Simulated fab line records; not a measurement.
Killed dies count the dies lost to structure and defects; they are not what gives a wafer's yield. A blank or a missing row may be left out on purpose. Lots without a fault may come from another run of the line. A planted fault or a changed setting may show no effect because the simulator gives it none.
Struck lot and sound lot, side by side :: flow gf180mcu :: 34 steps out of a route of 602
Sound: wafers L463.2, L463.5, L463.6. The struck wafers were L467.1, L467.2, L467.3. At the end, the cause is stated.
Per side, at each step with rows, come the tool, then ch with its chambers, and then its first start. Under that, the readings that differ: sound wafers :: struck wafers :: difference of the means :: sigmas: that difference in standard deviations of wafers without a fault.
alike: readings with means less than 2 such deviations apart, plus words and numbers identical on both sides. not compared: withheld readings, readings lacking a value on some wafer, bounds such as >300 that could conceal the same value, and numbers that have no deviation in the record and whose values overlap.
The two part at a step that has a row with sigmas, a row that says differs or no value, or rows on one side only. When numbers do not overlap yet have no deviation, they are printed without sigmas and do not part them. A reading missing from all wafers of one side parts the sides only when that side holds two or more wafers.

first, 3 steps without rows for these wafers: GF_LVPWELL_EXPOSE_04 (exposes mask LVPWELL, target cd 600 nm); GF_LVPWELL_PEB_05; GF_LVPWELL_DEVELOP_06 (develop time 60 s).
GF_LVPWELL_OVL_MEAS_07:
  sound: overlay-02 at day 5 17:16; struck: overlay-02 at day 6 16:44
  alike: LVPWELL_OVL
then, 2 steps without rows for these wafers: GF_LVPWELL_IMPLANT_08; GF_LVPWELL_IMPLANT_09.
GF_LVPWELL_STRIP_10: strips in O2/N2.
  sound on plasmaAsher-03 ch 0,1, day 5 17:35; struck on plasmaAsher-01 ch 0,1, day 6 17:04
reading: drypumpMotorCurrentA (A)
sound: 5.2 4.7 5.2
struck: 6.2 6.6 6.6
difference: +1.4
sigmas: +2
  alike: heaterPowerW, n2FlowSccm, o2FlowSccm, oesProductAu, stripTimeToEndpointS
  not compared: rfHoursCounterH
GF_LVPWELL_TW_MEAS_11:
  sound: filmMetro-02 at day 5 17:42; struck: filmMetro-03 at day 6 17:10
  alike: LVPWELL_TW
then, 4 steps without rows for these wafers: GF_MVSD_DEHYDRATE_00 (time 60 s); GF_MVSD_HMDS_01 (prime time 60 s); GF_MVSD_COAT_02 (resist thk 3000 nm); GF_MVSD_SOFTBAKE_03.
GF_MVSD_EXPOSE_04: exposes mask MVSD, target cd 1000 nm.
  sound on ilineStepper-01 ch 0, day 6 01:15; struck on ilineStepper-02 ch 0, day 7 01:05
reading: mask
sound: MVSD#0 MVSD#0 MVSD#0
struck: MVPSD#0 MVPSD#0 MVPSD#0
difference: differs
sigmas: 
  alike: reticleTempC
then, 2 steps without rows for these wafers: GF_MVSD_PEB_05; GF_MVSD_DEVELOP_06 (develop time 60 s).
GF_MVSD_OVL_MEAS_07:
  sound: overlay-01 at day 6 08:55; struck: overlay-02 at day 7 08:29
reading: MVSD_OVL (nm)
sound: -0.1 -0.9 0.1
struck: - - -
difference: no value on the struck wafers
sigmas: 
then, 2 steps without rows for these wafers: GF_MVSD_IMPLANT_08; GF_MVSD_IMPLANT_09.
GF_MVSD_STRIP_10: strips in O2/N2.
  sound on plasmaAsher-02 ch 0,1, day 6 09:14; struck on plasmaAsher-01 ch 0,1, day 7 08:50
  alike: drypumpMotorCurrentA, heaterPowerW, n2FlowSccm, o2FlowSccm, oesProductAu, stripTimeToEndpointS
  not compared: rfHoursCounterH
GF_MVSD_TW_MEAS_11:
  sound: filmMetro-01 at day 6 09:21; struck: filmMetro-02 at day 7 08:56
reading: MVSD_TW
sound: 1605 1595 1596
struck: 30 30 30
difference: -1569
sigmas: -99 or more
then, 7 steps without rows for these wafers: GF_MVPSD_DEHYDRATE_00 (time 60 s); GF_MVPSD_HMDS_01 (prime time 60 s); GF_MVPSD_COAT_02 (resist thk 3000 nm); GF_MVPSD_SOFTBAKE_03; GF_MVPSD_EXPOSE_04 (exposes mask MVPSD, target cd 1000 nm); GF_MVPSD_PEB_05; GF_MVPSD_DEVELOP_06 (develop time 60 s).
GF_MVPSD_OVL_MEAS_07:
  sound: overlay-01 at day 7 00:19; struck: overlay-02 at day 8 00:09
  alike: MVPSD_OVL
then, 2 steps without rows for these wafers: GF_MVPSD_IMPLANT_08; GF_MVPSD_IMPLANT_09.
GF_MVPSD_STRIP_10: strips in O2/N2.
  sound on plasmaAsher-03 ch 0,1, day 7 00:38; struck on plasmaAsher-03 ch 0,1, day 8 00:29
  alike: drypumpMotorCurrentA, heaterPowerW, n2FlowSccm, o2FlowSccm, oesProductAu, stripTimeToEndpointS
  not compared: rfHoursCounterH
GF_MVPSD_TW_MEAS_11:
  sound: filmMetro-01 at day 7 00:45; struck: filmMetro-03 at day 8 00:35
reading: MVPSD_TW
sound: 563 559 560
struck: 1587 1588 1590
difference: +1028
sigmas: +99 or more
then, 2 steps without rows for these wafers: GF_VT_IMPLANT_DEHYDRATE_00 (time 60 s); GF_PASSIVATION_PROBE_99.

== WHERE THEY PART ==
Last at GF_MVPSD_TW_MEAS_11 as far as this record goes, first at GF_LVPWELL_STRIP_10.

WHY: what the simulator had put in
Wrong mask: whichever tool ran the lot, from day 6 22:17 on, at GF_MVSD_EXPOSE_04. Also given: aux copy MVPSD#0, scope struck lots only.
